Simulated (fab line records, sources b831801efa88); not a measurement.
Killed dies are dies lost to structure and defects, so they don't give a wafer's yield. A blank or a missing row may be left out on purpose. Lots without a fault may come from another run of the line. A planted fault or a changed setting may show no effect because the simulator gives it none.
fab line records | flow gf180mcu
record lots=7 wafers=21 last_day=34
route steps=602 shown M1@334 V1@335
lots that met no fault: from a run of the same line without faults
start_h: hours from the record's first day to the start of the lot's first wafer shown | wait_h: hours since the lot's step before | " the same as in the row above | L1.1+2: a row that stands for several wafers | - no value, or no start given | * or withheld: withheld | < > ~ a bound
route shown NAME@n: a module of which the file shows steps, and the number in the route of the first | usual: mean/standard deviation of fault-free wafers | same: alike in all rows | chamber/n: place in a boat | sites: the reading at each site | _std_site: their standard deviation | _edge_site: outer sites' mean less inner sites' | radius_mm: how far each site lies from the wafer's centre | mask NAME#n: copy n | behind: the tool/chamber that last shaped the wafer | hold: why the lot was held/for how many hours/how that ended | device: the transistor (n, p or np) that didn't switch | end of line: the same wafers' tests at the end of the route | a step without rows: its recipe alone | killed: dies lost to structure and defects at the first sort, not the wafer's yield | map: a wafer's dies, x killed, . not, _ none there
set.NAME: the setting as run; set.NAME@STEP: as run at that earlier step | model.NAME: the simulator's own value behind a step, which no gauge read
lots at some steps of the route; a table a step, a row a wafer
services: from which hour (start_h, from the record's first day; less than 0 if before it) a tool's chamber was out of use, for how many hours, and why
## steps
# step GF_M1_CLEAN_19
# recipe chemistry=DIW dry=n2_spin
# step GF_V1_CVD_00
# recipe material=SiO2 target_thk_nm=600 sigma_open_frac=0.3 temp_c=400 time_s=100 sih4_flow_sccm=60 pressure_mtorr=6
# step GF_V1_THK_MEAS_01
# recipe reads=SiO2_of_V1_CVD_00
# usual V1_CVD_00_THK=598/7.6
# columns lot.wafer tool chamber start_h wait_h V1_CVD_00_THK[nm]
L336.1 film_metro-04 - 405.28 0.0 590
L336.3 " - " " 599
L336.5 " - " " 589
L346.3 film_metro-04 - 493.24 0.1 598
L346.5 " - " " 575
L346.6 " - " " 595
L347.1 film_metro-02 - 494.31 0.0 591
L347.5 " - " " 603
L347.6 " - " " 593
L348.3 film_metro-04 - 515.65 0.1 599
L348.4 " - " " 603
L348.6 " - " " 611
L356.4 film_metro-04 - 559.89 0.0 594
L356.5 " - " " 613
L356.6 " - " " 594
L357.1 film_metro-03 - 570.07 0.0 608
L357.3 " - " " 597
L357.4 " - " " 609
L358.1 film_metro-04 - 572.41 0.0 591
L358.3 " - " " 597
L358.5 " - " " 595
# step GF_V1_CVD_02
# recipe material=SiO2 target_thk_nm=850 precursor=TEOS temp_c=400 time_s=94.851 rf_w=600
# usual heater_power_w=649/140
# same time_s=94.851
# columns lot.wafer tool chamber start_h wait_h heater_power_w
L336.1 pecvd-04 2 405.34 0.1 895
L336.3 " 1 " " 560
L336.5 " 1 " " 453
L346.3 pecvd-04 2 493.28 0.0 1018
L346.5 " 2 " " 810
L346.6 " 1 " " 558
L347.1 pecvd-03 2 494.37 0.1 501
L347.5 " 2 " " 534
L347.6 " 1 " " 650
L348.3 pecvd-03 1 515.69 0.0 625
L348.4 " 2 " " 542
L348.6 " 0 " " 543
L356.4 pecvd-02 0 559.96 0.1 580
L356.5 " 1 " " 721
L356.6 " 2 " " 652
L357.1 pecvd-04 0 570.13 0.1 717
L357.3 " 2 " " 912
L357.4 " 0 " " 766
L358.1 pecvd-04 1 572.47 0.1 483
L358.3 " 2 " " 966
L358.5 " 0 " " 756
# step GF_V1_THK_MEAS_03
# recipe reads=SiO2_of_V1_CVD_02
# usual V1_CVD_02_THK=848/11
# columns lot.wafer tool chamber start_h wait_h V1_CVD_02_THK[nm]
L336.1 film_metro-02 - 405.41 0.0 856
L336.3 " - " " 848
L336.5 " - " " 868
L346.3 film_metro-04 - 493.37 0.1 846
L346.5 " - " " 855
L346.6 " - " " 861
L347.1 film_metro-02 - 494.44 0.0 834
L347.5 " - " " 849
L347.6 " - " " 843
L348.3 film_metro-03 - 515.78 0.1 831
L348.4 " - " " 847
L348.6 " - " " 859
L356.4 film_metro-03 - 560.02 0.0 841
L356.5 " - " " 838
L356.6 " - " " 847
L357.1 film_metro-03 - 570.20 0.0 837
L357.3 " - " " 840
L357.4 " - " " 846
L358.1 film_metro-03 - 572.54 0.0 858
L358.3 " - " " 843
L358.5 " - " " 858
# step GF_V1_CMP_04
# recipe material=SiO2 down_force_psi=4 platen_rpm=60 pad_velocity_m_s=0.94248
# usual motor_current_A=12.1/1.2 time_to_endpoint_s=82/6
# columns lot.wafer tool chamber start_h wait_h motor_current_A time_to_endpoint_s
L336.1 cmp-01 3 405.75 0.3 12.5 86
L336.3 " 1 " " 11.6 87
L336.5 " 2 " " 10.6 86
L346.3 cmp-02 1 493.56 0.2 11.6 82
L346.6 " 2 " " 14.0 86
L346.5 " 3 " " 12.7 83
L347.1 cmp-02 1 494.55 0.1 11.9 73
L347.6 " 0 " " 11.4 78
L347.5 " 1 " " 11.8 77
L348.3 cmp-01 0 515.87 0.1 10.3 78
L348.4 " 2 " " 10.4 83
L348.6 " 0 " " 10.2 88
L356.4 cmp-01 2 560.20 0.2 10.0 82
L356.6 " 3 " " 13.3 85
L356.5 " 0 " " 10.6 82
L357.1 cmp-01 0 570.26 0.1 11.0 87
L357.4 " 1 " " 11.4 93
L357.3 " 2 " " 10.7 85
L358.3 cmp-02 0 573.38 0.8 11.6 80
L358.1 " 2 " " 14.6 86
L358.5 " 1 " " 12.3 87
# step GF_V1_BOW_MEAS_05
# recipe mode=bow
# usual V1_BOW=82/7.8
# columns lot.wafer tool chamber start_h wait_h V1_BOW[um]
L336.1 film_metro-04 - 406.00 0.2 76
L336.3 " - " " 80
L336.5 " - " " 82
L346.3 film_metro-04 - 493.75 0.1 74
L346.5 " - " " 65
L346.6 " - " " 80
L347.1 film_metro-02 - 494.80 0.2 67
L347.5 " - " " 64
L347.6 " - " " 61
L348.3 film_metro-04 - 516.16 0.2 80
L348.4 " - " " 78
L348.6 " - " " 86
L356.4 film_metro-04 - 560.41 0.2 76
L356.5 " - " " 61
L356.6 " - " " 88
L357.1 film_metro-03 - 570.56 0.2 92
L357.3 " - " " 94
L357.4 " - " " 96
L358.1 film_metro-03 - 573.68 0.1 81
L358.3 " - " " 70
L358.5 " - " " 80
# step GF_V1_DEHYDRATE_06
# recipe temp_c=200 time_s=60
# step GF_V1_HMDS_07
# recipe prime_time_s=60 prime_temp_c=120
# step GF_V1_COAT_08
# recipe resist=BARC temp_c=withheld time_s=withheld spin_rpm=withheld resist_thk_nm=withheld
# step GF_V1_COAT_09
# recipe resist=KrF spin_rpm=withheld resist_thk_nm=1000
# step GF_V1_SOFTBAKE_10
# recipe temp_c=130 time_s=60 resist=KrF
# step GF_V1_EXPOSE_11
# recipe mask_id=Via1 target_cd_nm=260 na=0.68 source_shape=conventional sigma_outer=0.6 dose_mj=38
# usual exposure_dose_mJ_cm2=38.06/0.16 focus_offset_nm=0.1/0.49
# columns lot.wafer tool chamber start_h wait_h mask exposure_dose_mJ_cm2 focus_offset_nm
L336.1 krf_scanner-02 0 418.23 - Via1#0 38.04 0.3
L336.3 " 0 " " Via1#0 38.03 -0.1
L336.5 " 0 " " Via1#0 38.07 0.5
L346.3 krf_scanner-01 - 505.78 - Via1#0 - -
L346.5 " - " " Via1#0 - -
L346.6 " - " " Via1#0 - -
L347.1 krf_scanner-01 - 506.88 - Via1#0 - -
L347.5 " - " " Via1#0 - -
L347.6 " - " " Via1#0 - -
L348.3 krf_scanner-02 - 527.80 - Via1#0 - -
L348.4 " - " " Via1#0 - -
L348.6 " - " " Via1#0 - -
L356.4 krf_scanner-01 0 572.23 - Via1#0 38.24 0.5
L356.5 " 0 " " Via1#0 38.21 0.5
L356.6 " 0 " " Via1#0 38.25 0.5
L357.1 krf_scanner-02 0 581.30 - Via1#0 37.96 0.6
L357.3 " 0 " " Via1#0 37.96 -0.4
L357.4 " 0 " " Via1#0 37.95 -0.2
L358.1 krf_scanner-01 0 583.92 - Via1#0 38.17 0.1
L358.3 " 0 " " Via1#0 38.30 0.2
L358.5 " 0 " " Via1#0 38.21 0.8
# step GF_V1_PEB_12
# recipe peb_temp_c=135 peb_time_s=90 resist=KrF
## services
# columns tool chamber start_h hours kind
cmp-02 - 384.17 0.2 repair
cmp-02 - 404.25 4.0 pm
pecvd-04 - 410.30 1.4 repair
krf_scanner-01 - 420.45 0.8 pm
cmp-02 - 428.88 0.3 repair
cmp-01 - 431.62 1.0 repair
krf_scanner-02 - 433.32 1.0 pm
pecvd-04 - 435.23 0.3 repair
krf_scanner-01 - 436.28 1.3 pm
krf_scanner-02 - 446.32 1.3 pm
cmp-01 - 448.92 0.7 repair
cmp-01 - 451.94 0.4 repair
krf_scanner-02 - 455.96 0.8 pm
cmp-01 - 462.48 7.2 pm
krf_scanner-01 - 475.68 1.0 pm
pecvd-04 2 479.50 10.7 repair
cmp-02 - 492.15 1.1 repair
pecvd-04 0 496.29 4.0 repair
cmp-01 - 498.77 2.7 repair
cmp-02 - 520.85 1.4 repair
cmp-01 - 531.33 4.9 pm
krf_scanner-01 - 553.32 4.0 pm
cmp-01 - 572.30 4.0 pm
cmp-01 - 576.29 0.9 repair
## key
first_sign step=GF_V1_EXPOSE_11 reading=tool_record direction=missing
effect none on later readings
met_at GF_V1_EXPOSE_11
struck_wafers L346.3,L346.5,L346.6,L347.1,L347.5,L347.6,L348.3,L348.4,L348.6
later_rows_left_out L346.3,L346.5,L346.6,L347.1,L347.5,L347.6,L348.3,L348.4,L348.6
sort_left_out L346.3,L346.5,L346.6,L347.1,L347.5,L347.6,L348.3,L348.4,L348.6
onset_between 418.23 505.78
fault kind=skipped_step_whole tool=krf_scanner-01,krf_scanner-02 chamber=- onset_h=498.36 steps=GF_V1_EXPOSE_11 scope=struck_lots_only
# sort_left_out: the simulated sort isn't trusted on such a fault, so these wafers' sort isn't shown, and their yield isn't known
# later_rows_left_out: the simulator's readings of these wafers behind a module that went badly wrong aren't trusted and aren't shown, but for the sort
